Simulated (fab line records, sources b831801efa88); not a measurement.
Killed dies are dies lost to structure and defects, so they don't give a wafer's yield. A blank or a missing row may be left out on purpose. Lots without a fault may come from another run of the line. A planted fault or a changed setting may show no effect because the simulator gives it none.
fab line records | flow sky130
record lots=14 wafers=42 last_day=50
route steps=708 shown LI_CONTACT@364 METAL1@452 VIA1@461 METAL2@499
lots that met no fault: from a run of the same line without faults
start_h: hours from the record's first day to the start of the lot's first wafer shown | wait_h: hours since the lot's step before | " the same as in the row above | L1.1+2: a row that stands for several wafers | - no value, or no start given | * or withheld: withheld | < > ~ a bound
route shown NAME@n: a module of which the file shows steps, and the number in the route of the first | usual: mean/standard deviation of fault-free wafers | same: alike in all rows | chamber/n: place in a boat | sites: the reading at each site | _std_site: their standard deviation | _edge_site: outer sites' mean less inner sites' | radius_mm: how far each site lies from the wafer's centre | mask NAME#n: copy n | behind: the tool/chamber that last shaped the wafer | hold: why the lot was held/for how many hours/how that ended | device: the transistor (n, p or np) that didn't switch | end of line: the same wafers' tests at the end of the route | a step without rows: its recipe alone | killed: dies lost to structure and defects at the first sort, not the wafer's yield | map: a wafer's dies, x killed, . not, _ none there
set.NAME: the setting as run; set.NAME@STEP: as run at that earlier step | model.NAME: the simulator's own value behind a step, which no gauge read
steps of the route over a sample of lots; a table a step, a row a wafer
services: from which hour (start_h, from the record's first day; less than 0 if before it) a tool's chamber was out of use, for how many hours, and why
## steps
# step SKY_LI_CONTACT_CMP_02
# recipe material=PSG down_force_psi=4 platen_rpm=60 pad_velocity_m_s=0.94248
# usual motor_current_A=12.2/1.4 time_to_endpoint_s=32/3.6
# columns lot.wafer tool chamber start_h wait_h motor_current_A time_to_endpoint_s
L577.1 cmp-02 2 662.75 0.1 11.4 28
L577.4 " 0 " " 12.1 29
L577.5 " 1 " " 11.7 34
L580.4 cmp-01 1 676.22 0.3 12.5 37
L580.3 " 2 " " 14.2 31
L580.1 " 3 " " 11.7 35
L582.3 cmp-02 0 692.65 0.1 13.1 29
L582.2 " 1 " " 12.3 34
L582.6 " 3 " " 10.6 29
L583.1 cmp-02 0 703.00 0.1 12.8 29
L583.2 " 2 " " 10.9 30
L583.4 " 3 " " 10.2 28
L584.4 cmp-02 0 714.36 0.0 12.9 30
L584.3 " 2 " " 10.3 31
L584.6 " 0 " " 13.7 30
L585.4 cmp-01 2 717.23 0.0 14.2 26
L585.2 " 1 " " 12.8 31
L585.6 " 3 " " 11.7 34
L587.2 cmp-01 0 741.47 0.0 14.0 29
L587.1 " 1 " " 12.2 32
L587.4 " 3 " " 11.6 33
L588.3 cmp-02 2 748.63 1.6 11.0 26
L588.6 " 3 " " 9.9 25
L588.5 " 0 " " 12.7 28
L590.3 cmp-01 1 762.00 0.0 12.3 39
L590.2 " 3 " " 11.9 36
L590.4 " 0 " " 13.7 35
L593.1 cmp-02 0 780.02 0.1 13.6 25
L593.2 " 1 " " 11.8 35
L593.6 " 2 " " 11.0 29
L594.1 cmp-02 0 792.55 0.1 13.1 31
L594.3 " 2 " " 11.5 34
L594.6 " 3 " " 10.3 33
L595.1 cmp-01 3 796.20 0.1 11.6 32
L595.2 " 2 " " 13.9 27
L595.6 " 3 " " 11.7 32
L600.3 cmp-01 0 837.50 0.0 13.2 28
L600.1 " 1 " " 12.6 30
L600.6 " 1 " " 12.2 30
L599.4 cmp-02 1 840.40 0.0 12.2 39
L599.6 " 1 " " 12.0 37
L599.5 " 2 " " 11.3 31
# step SKY_METAL1_ETCH_18
# recipe chemistry=N2/H2 target=BARC ion_energy_ev=200 bias_w=100 pressure_mtorr=30 n2_flow_sccm=100 h2_flow_sccm=200 icp_w=500 stop_on=SiO2 time_s=45.9 target_depth_a=600
# usual bias_w=100.01/0.27 chamber_pressure_mTorr=30.005/0.027 drypump_motor_current_A=5.3/0.35 he_backside_leak_sccm=3.27/0.21 oes_product_au=0.855/0.0052 throttle_valve_pct=13.225/0.0093
# columns lot.wafer tool chamber start_h wait_h bias_w chamber_pressure_mTorr drypump_motor_current_A he_backside_leak_sccm oes_product_au rf_hours_counter_h throttle_valve_pct
L577.1 rie_metal-03 1 780.51 0.0 99.88 30.024 5.6 3.63 0.859 14 13.222
L577.4 " 0 " " 100.22 30.012 6.1 3.10 0.850 - 13.229
L577.5 " 1 " " 99.97 30.004 5.6 3.62 0.853 - 13.218
L580.1 rie_metal-01 0 792.04 0.0 99.88 30.015 5.3 3.26 0.848 7 13.221
L580.3 " 0 " " 99.56 30.020 5.3 3.32 0.858 - 13.236
L580.4 " 1 " " 100.23 30.036 4.8 3.01 0.852 - 13.231
L582.2 rie_metal-01 0 806.69 0.0 100.12 30.006 5.4 3.10 0.861 7 13.202
L582.3 " 1 " " 100.22 30.068 4.8 3.18 0.847 - 13.220
L582.6 " 1 " " 100.02 29.995 4.9 2.98 0.853 - 13.223
L583.1 rie_metal-04 0 817.01 0.0 99.56 29.995 5.3 3.13 0.846 2 13.229
L583.2 " 1 " " 100.35 30.015 5.3 3.40 0.854 4 13.229
L583.4 " 1 " " 100.18 30.021 5.3 5.00 0.860 - 13.218
L584.3 rie_metal-01 1 828.18 0.0 100.18 30.025 4.8 3.15 0.849 - 13.229
L584.4 " 0 " " 100.42 29.983 5.3 3.22 0.852 - 13.220
L584.6 " 0 " " 99.82 30.011 5.3 3.34 0.849 - 13.222
L585.2 rie_metal-03 0 831.29 0.0 99.90 30.013 6.1 2.92 0.851 5 13.226
L585.4 " 0 " " 100.28 30.014 6.1 2.85 0.857 - 13.236
L585.6 " 0 " " 99.74 29.941 6.1 3.14 0.859 - 13.212
L587.1 rie_metal-03 0 854.49 0.0 100.19 30.003 6.1 3.02 0.851 5 13.227
L587.2 " 1 " " 100.38 30.011 5.6 3.54 0.858 2 13.204
L587.4 " 0 " " 99.76 30.008 6.1 3.10 0.849 - 13.230
L588.3 rie_metal-01 1 861.16 0.0 100.24 29.955 4.8 3.51 0.850 - 13.223
L588.5 " 1 " " 99.76 30.010 4.8 3.37 0.841 - 13.221
L588.6 " 0 " " 99.87 29.940 5.3 3.27 0.857 - 13.223
L590.2 rie_metal-04 1 873.84 0.0 99.85 29.950 5.3 3.30 0.848 6 13.208
L590.3 " 1 " " 99.70 30.020 5.3 3.44 0.843 - 13.220
L590.4 " 0 " " 99.86 30.018 5.2 3.37 0.850 - 13.218
L593.1 rie_metal-01 0 891.19 0.1 - - - - - - -
L593.2 " 0 " " - - - - - - -
L593.6 " 0 " " - - - - - - -
L594.1 rie_metal-04 0 901.81 0.0 - - - - - - -
L594.3 " 1 " " - - - - - - -
L594.6 " 1 " " - - - - - - -
L595.1 rie_metal-04 1 904.39 0.0 100.10 30.017 5.3 3.34 0.851 7 13.223
L595.2 " 0 " " 100.07 30.022 5.3 3.20 0.851 5 13.215
L595.6 " 0 " " 100.37 30.000 5.3 3.10 0.867 - 13.205
L600.1 rie_metal-01 0 944.81 0.0 99.86 30.008 5.3 3.17 0.862 13 13.213
L600.3 " 0 " " 100.27 30.011 5.3 3.27 0.854 - 13.223
L600.6 " 0 " " 99.75 30.039 5.3 3.33 0.853 - 13.221
L599.4 rie_metal-01 1 947.63 0.0 100.31 29.951 4.8 3.03 0.853 - 13.213
L599.5 " 0 " " 100.39 30.007 5.4 3.22 0.848 - 13.244
L599.6 " 1 " " 99.88 30.028 4.9 3.08 0.856 - 13.225
# step SKY_METAL1_METAL_ETCH_19
# recipe target_depth_a=3600 stop_on=SiO2 over_etch_frac=0.3 time_s=78 chemistry=Cl2/BCl3 resist_sidewall_deg=88 pressure_mtorr=10 icp_w=900 bias_w=48.5 Cl2_flow_sccm=60 bcl3_flow_sccm=30
# usual bcl3_flow_sccm=29.99/0.088 bias_w=48.49/0.14 drypump_motor_current_A=5.3/0.34 he_backside_leak_sccm=3.29/0.27 oes_product_au=0.855/0.006 throttle_valve_pct=22.264/0.0095
# columns lot.wafer tool chamber start_h wait_h bcl3_flow_sccm bias_w drypump_motor_current_A he_backside_leak_sccm oes_product_au rf_hours_counter_h throttle_valve_pct
L577.1 rie_metal-03 1 780.58 0.0 30.04 48.49 5.6 3.45 0.854 14 22.266
L577.4 " 0 " " 29.92 48.70 6.1 3.11 0.847 - 22.262
L577.5 " 1 " " 30.07 48.54 5.6 3.48 0.856 - 22.262
L580.1 rie_metal-01 0 792.10 0.0 29.70 48.43 5.3 3.26 0.858 7 22.257
L580.3 " 0 " " 29.96 48.63 5.3 3.20 0.851 - 22.273
L580.4 " 1 " " 29.87 48.24 4.8 3.10 0.860 - 22.269
L582.2 rie_metal-01 0 806.75 0.0 29.94 48.28 5.3 3.10 0.855 7 22.267
L582.3 " 1 " " 29.99 48.56 4.8 3.30 0.849 - 22.281
L582.6 " 1 " " 29.98 48.35 4.8 3.38 0.859 - 22.252
L583.1 rie_metal-04 0 817.08 0.0 30.05 48.53 5.3 3.07 0.851 2 22.266
L583.2 " 1 " " 29.91 48.60 5.3 3.50 0.850 4 22.255
L583.4 " 1 " " 29.86 48.50 5.3 3.45 0.862 - 22.274
L584.3 rie_metal-01 1 828.25 0.1 30.06 48.40 4.8 3.20 0.851 - 22.268
L584.4 " 0 " " 29.83 48.50 5.4 3.38 0.848 - 22.256
L584.6 " 0 " " 30.03 48.55 5.3 3.17 0.857 - 22.272
L585.2 rie_metal-03 0 831.35 0.0 30.03 48.20 6.0 3.29 0.857 5 22.272
L585.4 " 0 " " 29.93 48.32 6.0 3.40 0.854 - 22.268
L585.6 " 0 " " 30.05 48.30 6.0 3.11 0.857 - 22.283
L587.1 rie_metal-03 0 854.55 0.0 29.97 48.52 6.1 2.82 0.853 5 22.266
L587.2 " 1 " " 30.03 48.58 5.6 3.12 0.849 2 22.266
L587.4 " 0 " " 30.08 48.67 6.1 3.20 0.853 - 22.263
L588.3 rie_metal-01 1 861.23 0.1 30.00 48.40 4.9 5.85 0.863 - 22.276
L588.5 " 1 " " 30.07 48.44 4.8 3.27 0.867 - 22.261
L588.6 " 0 " " 30.12 48.46 5.3 3.40 0.854 - 22.276
L590.2 rie_metal-04 1 873.90 0.0 30.03 48.49 5.3 3.43 0.853 6 22.263
L590.3 " 1 " " 30.01 48.40 5.3 3.43 0.857 - 22.263
L590.4 " 0 " " 30.00 48.40 5.3 2.95 0.856 - 22.262
L593.1 rie_metal-01 0 891.32 0.1 30.03 48.47 5.3 3.13 0.375 10 22.259
L593.2 " 0 " " 29.95 48.57 5.3 3.28 0.382 - 22.267
L593.6 " 0 " " 29.96 48.54 5.3 3.12 0.374 - 22.272
L594.1 rie_metal-04 0 901.88 0.0 29.85 48.51 5.3 3.29 0.376 5 22.247
L594.3 " 1 " " 29.97 48.60 5.3 3.29 0.373 - 22.263
L594.6 " 1 " " 30.06 48.63 5.3 3.38 0.367 - 22.270
L595.1 rie_metal-04 1 904.45 0.0 29.94 48.63 5.3 3.46 0.859 7 22.271
L595.2 " 0 " " 30.02 48.39 5.3 3.28 0.866 5 22.265
L595.6 " 0 " " 29.83 48.49 5.3 3.22 0.849 - 22.259
L600.1 rie_metal-01 0 944.88 0.0 29.93 48.43 5.3 3.31 0.855 13 22.272
L600.3 " 0 " " 29.92 48.62 5.3 3.27 0.857 - 22.274
L600.6 " 0 " " 29.89 48.37 5.3 3.30 0.843 - 22.261
L599.4 rie_metal-01 1 947.70 0.1 29.89 48.48 4.8 3.06 0.856 - 22.267
L599.5 " 0 " " 30.02 48.48 5.3 3.20 0.861 - 22.269
L599.6 " 1 " " 29.91 48.61 4.8 2.94 0.856 - 22.268
# step SKY_METAL1_STRIP_20
# recipe chemistry=O2/N2 power_w=1400 pressure_mtorr=1500 platen_temp_c=withheld o2_flow_sccm=3000 n2_flow_sccm=300 overash_fraction=0.5
# usual drypump_motor_current_A=5.9/0.48 oes_product_au=0.342/0.0048 strip_time_to_endpoint_s=2.68/0.039
# columns lot.wafer tool chamber start_h wait_h drypump_motor_current_A oes_product_au rf_hours_counter_h strip_time_to_endpoint_s
L577.1 plasma_asher-01 0 780.67 0.1 6.6 0.351 68 2.73
L577.4 " 0 " " 6.6 0.343 - 2.76
L577.5 " 0 " " 6.7 0.342 - 2.72
L580.1 plasma_asher-02 1 792.19 0.1 6.1 0.342 96 2.61
L580.3 " 1 " " 6.0 0.348 - 2.63
L580.4 " 0 " " 5.0 0.340 - 2.64
L582.2 plasma_asher-02 1 806.84 0.1 6.0 0.345 98 2.70
L582.3 " 0 " " 5.0 0.345 - 2.74
L582.6 " 1 " " 6.1 0.341 - 2.73
L583.1 plasma_asher-01 0 817.17 0.1 6.7 0.350 70 2.70
L583.2 " 1 " " 5.7 0.351 70 2.74
L583.4 " 1 " " 5.8 0.338 - 2.70
L584.3 plasma_asher-03 1 828.35 0.1 6.2 0.339 - 2.77
L584.4 " 0 " " 5.9 0.337 - 2.71
L584.6 " 0 " " 5.9 0.353 - 2.71
L585.2 plasma_asher-02 1 831.44 0.1 6.0 0.339 100 2.71
L585.4 " 1 " " 6.0 0.342 - 2.71
L585.6 " 0 " " 4.9 0.343 - 2.68
L587.1 plasma_asher-03 1 854.64 0.1 6.2 0.340 43 2.71
L587.2 " 0 " " 5.9 0.335 43 2.61
L587.4 " 1 " " 6.2 0.338 - 2.67
L588.3 plasma_asher-02 1 861.33 0.1 6.0 0.354 - 2.70
L588.5 " 0 " " 5.0 0.343 - 2.66
L588.6 " 1 " " 6.0 0.338 - 2.69
L590.2 plasma_asher-01 1 873.99 0.1 5.9 0.339 76 2.68
L590.3 " 0 " " 6.6 0.343 - 2.68
L590.4 " 1 " " 5.8 0.338 - 2.60
L593.1 plasma_asher-01 0 891.50 0.1 6.6 0.362 77 3.18
L593.2 " 1 " " 5.8 0.365 77 3.18
L593.6 " 1 " " 5.8 0.358 - 3.19
L594.1 plasma_asher-03 0 901.97 0.1 6.0 0.362 47 3.14
L594.3 " 0 " " 5.9 0.372 - 3.18
L594.6 " 1 " " 6.2 0.362 - 3.17
L595.1 plasma_asher-01 0 904.54 0.1 6.6 0.341 79 2.71
L595.2 " 1 " " 5.8 0.339 79 2.65
L595.6 " 1 " " 5.8 0.341 - 2.64
L600.1 plasma_asher-02 0 944.97 0.1 5.0 0.345 112 2.69
L600.3 " 1 " " 6.1 0.340 - 2.66
L600.6 " 1 " " 6.1 0.341 - 2.65
L599.4 plasma_asher-03 1 947.80 0.1 6.2 0.343 - 2.71
L599.5 " 1 " " 6.2 0.341 - 2.68
L599.6 " 0 " " 5.9 0.344 - 2.71
# step SKY_VIA1_BOW_MEAS_03
# recipe mode=bow
# usual VIA1_BOW=80/7.5
# columns lot.wafer tool chamber start_h wait_h VIA1_BOW[um]
L577.1 film_metro-01 - 782.58 0.1 68
L577.4 " - " " 89
L577.5 " - " " 82
L580.1 film_metro-04 - 793.66 0.2 77
L580.3 " - " " 76
L580.4 " - " " 74
L582.2 film_metro-01 - 808.00 0.2 74
L582.3 " - " " 83
L582.6 " - " " 71
L583.1 film_metro-04 - 818.23 0.2 68
L583.2 " - " " 84
L583.4 " - " " 73
L584.3 film_metro-04 - 829.46 0.1 86
L584.4 " - " " 74
L584.6 " - " " 72
L585.2 film_metro-04 - 832.55 0.3 78
L585.4 " - " " 72
L585.6 " - " " 94
L587.1 film_metro-01 - 855.74 0.2 71
L587.2 " - " " 77
L587.4 " - " " 68
L588.3 film_metro-01 - 862.46 0.2 94
L588.5 " - " " 96
L588.6 " - " " 96
L590.2 film_metro-01 - 875.11 0.2 78
L590.3 " - " " 88
L590.4 " - " " 85
L595.1 film_metro-04 - 905.61 0.2 85
L595.2 " - " " 68
L595.6 " - " " 80
L600.1 film_metro-04 - 946.03 0.2 66
L600.3 " - " " 72
L600.6 " - " " 74
L599.4 film_metro-04 - 948.93 0.3 80
L599.5 " - " " 75
L599.6 " - " " 77
# step SKY_METAL2_OVL_MEAS_16
# usual METAL2_OVL=1/5.3
# columns lot.wafer tool chamber start_h wait_h METAL2_OVL[nm]
L577.1 overlay-01 - 836.87 0.1 10
L577.4 " - " " 4
L577.5 " - " " 2
L580.1 overlay-02 - 848.36 0.1 1
L580.3 " - " " 8
L580.4 " - " " 2
L582.2 overlay-01 - 862.82 0.1 5
L582.3 " - " " 7
L582.6 " - " " 7
L583.1 overlay-02 - 872.82 0.1 5
L583.2 " - " " 12
L583.4 " - " " 9
L584.3 overlay-02 - 883.16 0.1 -6
L584.4 " - " " 0
L584.6 " - " " 2
L585.2 overlay-01 - 886.48 0.1 3
L585.4 " - " " 1
L585.6 " - " " 2
L587.1 overlay-01 - 908.87 0.1 -1
L587.2 " - " " 6
L587.4 " - " " 3
L588.3 overlay-01 - 914.82 0.1 0
L588.5 " - " " 1
L588.6 " - " " 1
L590.2 overlay-02 - 928.95 0.1 -9
L590.3 " - " " 0
L590.4 " - " " -6
L595.1 overlay-01 - 956.77 0.1 0
L595.2 " - " " -10
L595.6 " - " " 2
L600.1 overlay-02 - 995.36 0.1 1
L600.3 " - " " -3
L600.6 " - " " -4
L599.4 overlay-01 - 999.68 0.1 6
L599.5 " - " " 0
L599.6 " - " " 10
## services
# columns tool chamber start_h hours kind
plasma_asher-01 - 643.15 0.6 repair
cmp-01 - 655.45 1.0 repair
cmp-01 - 657.44 1.9 repair
cmp-02 - 668.40 5.7 pm
cmp-02 - 675.87 0.5 repair
cmp-02 - 689.03 0.6 repair
plasma_asher-02 - 702.07 2.5 repair
cmp-01 - 702.10 2.1 repair
cmp-02 - 707.96 2.9 repair
cmp-01 - 713.84 1.8 repair
cmp-01 - 714.29 1.5 repair
rie_metal-03 - 716.92 1.0 repair
rie_metal-03 - 722.04 14.6 pm
plasma_asher-02 - 743.28 0.5 repair
cmp-01 - 744.00 4.0 pm
cmp-02 - 746.43 2.0 repair
rie_metal-03 - 759.02 0.3 repair
cmp-01 - 778.38 4.2 repair
cmp-01 - 815.94 5.0 pm
cmp-02 - 828.95 2.5 repair
rie_metal-01 0 840.21 6.9 repair
cmp-01 - 841.28 1.0 repair
rie_metal-01 - 862.55 14.6 pm
cmp-02 - 912.00 4.0 pm
## key
first_sign step=SKY_METAL1_ETCH_18 reading=tool_record direction=missing
effect step=SKY_METAL1_METAL_ETCH_19 reading=oes_product_au direction=down sigmas=80 usual=0.855 struck=0.374
effect step=SKY_METAL1_STRIP_20 reading=strip_time_to_endpoint_s direction=up sigmas=12 usual=* struck=*
met_at SKY_METAL1_ETCH_18
struck_lots L593,L594
later_rows_left_out L593.1,L593.2,L593.6,L594.1,L594.3,L594.6
sort_left_out L593.1,L593.2,L593.6,L594.1,L594.3,L594.6
not_acting_at SKY_LI_CONTACT_CMP_02,SKY_VIA1_BOW_MEAS_03,SKY_METAL2_OVL_MEAS_16
onset_between 873.84 891.19
fault kind=skipped_step_whole tool=rie_metal-01,rie_metal-04 chamber=- onset_h=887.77 steps=SKY_METAL1_ETCH_18 scope=struck_lots_only
# sort_left_out: the simulated sort isn't trusted on such a fault, so these wafers' sort isn't shown, and their yield isn't known
# later_rows_left_out: the simulator's readings of these wafers behind a module that went badly wrong aren't trusted and aren't shown, but for the sort
